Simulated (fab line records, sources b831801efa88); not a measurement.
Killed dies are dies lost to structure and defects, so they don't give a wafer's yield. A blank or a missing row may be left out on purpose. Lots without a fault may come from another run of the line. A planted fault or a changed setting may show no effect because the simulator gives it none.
Which tool did it? | flow sky130 | 24 lots, 72 wafers sampled, at 4 steps of a route of 708

WHAT THE GAUGES READ, wafer by wafer
SKY_METAL1_OVL_MEAS_16. Usual: METAL1_OVL -7 nm, standard deviation 5.1.
lot  | measured     | on         | METAL1_OVL (nm) | flag
L074 | day 32 10:54 | overlay-01 | -12 -9 -12      |
L075 | day 32 20:05 | overlay-01 | -12 -17 -6      |
L076 | day 33 02:16 | overlay-02 | -4 -14 2        |
L077 | day 33 10:22 | overlay-02 | -10 -4 -12      |
L078 | day 33 20:07 | overlay-01 | 0 -6 -6         |
L079 | day 34 12:35 | overlay-02 | -12 -12 -3      |
L080 | day 35 14:51 | overlay-01 | -12 -6 -10      |
L081 | day 35 18:17 | overlay-01 | -15 -19 -18     |
L082 | day 35 14:30 | overlay-02 | -6 -5 1         |
L083 | day 35 20:21 | overlay-01 | -6 -4 -3        |
L084 | day 36 05:02 | overlay-02 | -3 3 0          |
L085 | day 36 12:20 | overlay-02 | -10 -9 -7       |
L086 | day 36 21:01 | overlay-01 | -4 -1 -4        |
L087 | day 36 22:11 | overlay-01 | -4 -13 -9       |
L088 | day 37 11:31 | overlay-01 | -16 -14 -11     |
L089 | day 37 19:01 | overlay-02 | -13 -10 -14     |
L090 | day 37 21:41 | overlay-01 | -10 -8 -3       |
L091 | day 38 06:16 | overlay-01 | -2 -6 -12       |
L092 | day 38 17:52 | overlay-01 | -15 -9 -8       |
L093 | day 39 01:13 | overlay-01 | -4 -2 3         |
L094 | day 39 10:32 | overlay-02 | 1 -1 -1         |
L095 | day 39 13:41 | overlay-01 | -20 -13 -11     |
L096 | day 39 15:00 | overlay-02 | -6 -2 -3        |
L097 | day 39 17:18 | overlay-01 | -1 -4 -8        |

WHICH TOOL RAN EACH LOT (tool, then ch and the chambers of the sampled wafers, then the start)
lot  | SKY_VT_ADJUST_LVTN_STRIP_20          | SKY_LOCAL_INTERCONNECT_SPUTTER_00 | SKY_METAL1_SPUTTER_01
L074 | plasma_asher-02 ch 0,1, day 7 17:31  | pvd_sputter-02, day 28 18:47      | pvd_sputter-04, day 31 07:17
L075 | plasma_asher-02 ch 0,1, day 8 00:10  | pvd_sputter-02, day 29 06:17      | pvd_sputter-01, day 31 16:24
L076 | plasma_asher-01 ch 0,1, day 8 04:21  | pvd_sputter-02, day 29 12:07      | pvd_sputter-01, day 31 22:42
L077 | plasma_asher-01 ch 0,1, day 8 07:54  | pvd_sputter-02, day 29 19:43      | pvd_sputter-02, day 32 07:20
L078 | plasma_asher-02 ch 0,1, day 8 17:34  | pvd_sputter-03, day 30 06:15      | pvd_sputter-02, day 32 17:11
L079 | plasma_asher-01 ch 0,1, day 9 02:43  | pvd_sputter-02, day 30 22:49      | pvd_sputter-02, day 33 09:47
L080 | plasma_asher-03 ch 0,1, day 9 09:32  | pvd_sputter-03, day 32 02:21      | pvd_sputter-04, day 34 11:53
L081 | plasma_asher-01 ch 0,1, day 9 19:16  | pvd_sputter-02, day 32 06:14      | pvd_sputter-02, day 34 14:58
L082 | plasma_asher-02 ch 0,1, day 10 00:19 | pvd_sputter-03, day 31 23:55      | pvd_sputter-02, day 34 09:16
L083 | plasma_asher-01 ch 0,1, day 10 06:55 | pvd_sputter-04, day 32 08:48      | pvd_sputter-04, day 34 17:35
L084 | plasma_asher-01 ch 0,1, day 10 08:58 | pvd_sputter-02, day 32 19:25      | pvd_sputter-04, day 35 03:08
L085 | plasma_asher-01 ch 0,1, day 10 21:46 | pvd_sputter-04, day 33 02:52      | pvd_sputter-02, day 35 10:01
L086 | plasma_asher-02 ch 0,1, day 11 05:07 | pvd_sputter-02, day 33 10:32      | pvd_sputter-02, day 35 19:08
L087 | plasma_asher-02 ch 0,1, day 11 09:35 | pvd_sputter-03, day 33 12:37      | pvd_sputter-04, day 35 20:22
L088 | plasma_asher-01 ch 0,1, day 11 18:32 | pvd_sputter-03, day 34 02:56      | pvd_sputter-02, day 36 09:34
L089 | plasma_asher-03 ch 0,1, day 12 02:40 | pvd_sputter-03, day 34 09:32      | pvd_sputter-04, day 36 17:17
L090 | plasma_asher-02 ch 0,1, day 12 09:07 | pvd_sputter-02, day 34 13:02      | pvd_sputter-01, day 36 20:32
L091 | plasma_asher-03 ch 0,1, day 12 13:47 | pvd_sputter-02, day 34 21:20      | pvd_sputter-01, day 37 04:14
L092 | plasma_asher-01 ch 0,1, day 12 21:37 | pvd_sputter-03, day 35 09:05      | pvd_sputter-01, day 37 15:59
L093 | plasma_asher-02 ch 0,1, day 13 07:22 | pvd_sputter-02, day 35 18:16      | pvd_sputter-02, day 37 23:41
L094 | plasma_asher-02 ch 0,1, day 13 12:58 | pvd_sputter-04, day 36 00:29      | pvd_sputter-04, day 38 08:38
L095 | plasma_asher-01 ch 1, day 13 19:55   | pvd_sputter-02, day 36 06:35      | pvd_sputter-02, day 38 12:17
L096 | plasma_asher-03 ch 0,1, day 14 03:01 | pvd_sputter-03, day 36 07:13      | pvd_sputter-02, day 38 13:02
L097 | plasma_asher-03 ch 0,1, day 14 04:19 | pvd_sputter-04, day 36 09:53      | pvd_sputter-01, day 38 16:13
- SKY_VT_ADJUST_LVTN_STRIP_20: strips in O2/N2.
- SKY_LOCAL_INTERCONNECT_SPUTTER_00: material TiN, target thk 100 nm, time 83.3 s.
- SKY_METAL1_SPUTTER_01: material TiN, target thk 20 nm, time 16.7 s.

WHAT THE TOOLS THEMSELVES READ (means of the sampled wafers that have a number; where no wafer has one, the mark that the record gives instead)
SKY_VT_ADJUST_LVTN_STRIP_20. Usual: drypump_motor_current_A 5.48 A, standard deviation 0.27; oes_product_au 0.715 a.u., standard deviation 0.0048; strip_time_to_endpoint_s 14.18 s, standard deviation 0.041.
lot  | tool            | drypump_motor_current_A (A) | oes_product_au (a.u.) | strip_time_to_endpoint_s (s) | flag
L074 | plasma_asher-02 | 5.35                        | 0.715                 | 14.17                        |
L075 | plasma_asher-02 | 5.35                        | 0.716                 | 14.16                        |
L076 | plasma_asher-01 | 5.46                        | 0.715                 | 14.16                        |
L077 | plasma_asher-01 | 5.38                        | 0.719                 | 14.23                        |
L078 | plasma_asher-02 | 5.36                        | 0.717                 | 14.15                        |
L079 | plasma_asher-01 | 5.39                        | 0.715                 | 14.24                        |
L080 | plasma_asher-03 | 5.64                        | 0.717                 | 14.10                        |
L081 | plasma_asher-01 | 5.47                        | 0.713                 | 14.18                        |
L082 | plasma_asher-02 | 5.61                        | 0.717                 | 14.18                        |
L083 | plasma_asher-01 | 5.38                        | 0.718                 | 14.20                        |
L084 | plasma_asher-01 | 5.38                        | 0.713                 | 14.18                        |
L085 | plasma_asher-01 | 5.38                        | 0.713                 | 14.18                        |
L086 | plasma_asher-02 | 5.36                        | 0.718                 | 14.27                        |
L087 | plasma_asher-02 | 5.37                        | 0.711                 | 14.16                        |
L088 | plasma_asher-01 | 5.46                        | 0.715                 | 14.19                        |
L089 | plasma_asher-03 | 5.56                        | 0.717                 | 14.23                        |
L090 | plasma_asher-02 | 5.62                        | 0.711                 | 14.19                        |
L091 | plasma_asher-03 | 5.63                        | 0.717                 | 14.14                        |
L092 | plasma_asher-01 | 5.38                        | 0.716                 | 14.15                        |
L093 | plasma_asher-02 | 5.35                        | 0.716                 | 14.18                        |
L094 | plasma_asher-02 | 5.61                        | 0.715                 | 14.17                        |
L095 | plasma_asher-01 | 5.51                        | 0.718                 | 14.23                        |
L096 | plasma_asher-03 | 5.66                        | 0.716                 | 14.20                        |
L097 | plasma_asher-03 | 5.64                        | 0.713                 | 14.22                        |

SKY_LOCAL_INTERCONNECT_SPUTTER_00. Usual: throttle_valve_pct 29.7 %, standard deviation 1.1.
lot  | tool           | throttle_valve_pct (%) | flag
L074 | pvd_sputter-02 | 29.1                   |
L075 | pvd_sputter-02 | 29.3                   |
L076 | pvd_sputter-02 | 29.8                   |
L077 | pvd_sputter-02 | 30.0                   |
L078 | pvd_sputter-03 | 29.4                   |
L079 | pvd_sputter-02 | 29.7                   |
L080 | pvd_sputter-03 | 29.7                   |
L081 | pvd_sputter-02 | 29.7                   |
L082 | pvd_sputter-03 | 31.6                   |
L083 | pvd_sputter-04 | 29.8                   |
L084 | pvd_sputter-02 | 29.7                   |
L085 | pvd_sputter-04 | 30.5                   |
L086 | pvd_sputter-02 | 29.3                   |
L087 | pvd_sputter-03 | 30.4                   |
L088 | pvd_sputter-03 | 30.5                   |
L089 | pvd_sputter-03 | 28.6                   |
L090 | pvd_sputter-02 | 28.4                   |
L091 | pvd_sputter-02 | 29.2                   |
L092 | pvd_sputter-03 | 30.4                   |
L093 | pvd_sputter-02 | 29.0                   |
L094 | pvd_sputter-04 | 30.1                   |
L095 | pvd_sputter-02 | 29.1                   |
L096 | pvd_sputter-03 | 29.6                   |
L097 | pvd_sputter-04 | 29.4                   |

SKY_METAL1_SPUTTER_01. Usual: throttle_valve_pct 29.9 %, standard deviation 1.1.
lot  | tool           | throttle_valve_pct (%) | flag
L074 | pvd_sputter-04 | 30.2                   |
L075 | pvd_sputter-01 | 30.8                   |
L076 | pvd_sputter-01 | 31.1                   |
L077 | pvd_sputter-02 | 29.2                   |
L078 | pvd_sputter-02 | 29.1                   |
L079 | pvd_sputter-02 | 29.2                   |
L080 | pvd_sputter-04 | 29.9                   |
L081 | pvd_sputter-02 | 29.6                   |
L082 | pvd_sputter-02 | 29.2                   |
L083 | pvd_sputter-04 | 29.8                   |
L084 | pvd_sputter-04 | 29.9                   |
L085 | pvd_sputter-02 | 29.2                   |
L086 | pvd_sputter-02 | 29.1                   |
L087 | pvd_sputter-04 | 30.1                   |
L088 | pvd_sputter-02 | 29.7                   |
L089 | pvd_sputter-04 | 30.0                   |
L090 | pvd_sputter-01 | 30.0                   |
L091 | pvd_sputter-01 | 31.2                   |
L092 | pvd_sputter-01 | 31.9                   |
L093 | pvd_sputter-02 | 30.0                   |
L094 | pvd_sputter-04 | 30.2                   |
L095 | pvd_sputter-02 | 29.2                   |
L096 | pvd_sputter-02 | 28.4                   |
L097 | pvd_sputter-01 | 30.4                   |

THE ANSWER, worked out from the rows above alone
Rule: a lot is off if the mean of its wafers that have a number lies more than 3 standard deviations from the usual mean. A lot without any number at a reading at which 4 lots or more have one is off too. The other lots that the step has rows for count as sound. The gauges are gone through in route order, then the tools' own readings, and for those a lot's mean is taken as printed above. The first step at which some lot is off is used, and at that step the reading that is off furthest; a lot without a number counts as furthest.
No lot is off at any reading shown: from this, nothing can be told.

WHAT THE SIMULATOR HAD PUT IN
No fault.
